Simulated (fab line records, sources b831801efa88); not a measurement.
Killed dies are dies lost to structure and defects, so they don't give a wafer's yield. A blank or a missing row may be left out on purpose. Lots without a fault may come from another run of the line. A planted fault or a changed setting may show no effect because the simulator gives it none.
Which tool did it? | flow sky130 | 12 lots, 36 wafers sampled, at 1 step of a route of 708

WHAT THE GAUGES READ, wafer by wafer
SKY_SONOS_TUNNEL_TW_MEAS_12.
lot  | measured     | on            | SONOS_TUNNEL_TW
L075 | day 12 13:24 | film_metro-04 | 193.6 195.0 195.2
L077 | day 12 20:30 | film_metro-02 | 196.0 196.5 197.0
L079 | day 13 11:11 | film_metro-02 | 196.5 196.1 195.9
L081 | day 13 15:47 | film_metro-02 | 195.4 197.0 196.5
L083 | day 14 07:26 | film_metro-01 | 194.2 194.8 194.3
L085 | day 14 20:56 | film_metro-02 | 196.7 194.8 195.1
L087 | day 15 17:02 | film_metro-01 | 196.2 196.3 195.8
L089 | day 16 07:33 | film_metro-02 | 195.7 194.3 195.2
L091 | day 16 19:13 | film_metro-04 | 195.5 195.3 195.9
L093 | day 17 18:05 | film_metro-04 | 195.2 195.1 195.8
L095 | day 18 10:31 | film_metro-01 | 196.3 197.4 197.4
L097 | day 18 19:10 | film_metro-04 | 195.9 196.4 196.2

WHICH TOOL RAN EACH LOT (tool, then ch and the chambers of the sampled wafers, then the start)
The record holds no process step before these readings.

THE ANSWER, worked out from the rows above alone
Rule: what is usual is taken from the lots themselves. Put in order of their means at a reading, lots are off if they are a third of the lots or fewer, leave a main group of 4 or more, and stand apart from it by a gap of 3 or more times the standard deviation of the main group's means; of several such gaps the widest counts. A main group whose means are all the same, to the digits that the tables above print for the reading, isn't used. A lot without any number at a reading at which 4 lots or more have one is off too. The other lots that the step has rows for count as sound.
No lot is off at any reading shown: from this, nothing can be told.

WHAT THE SIMULATOR HAD PUT IN
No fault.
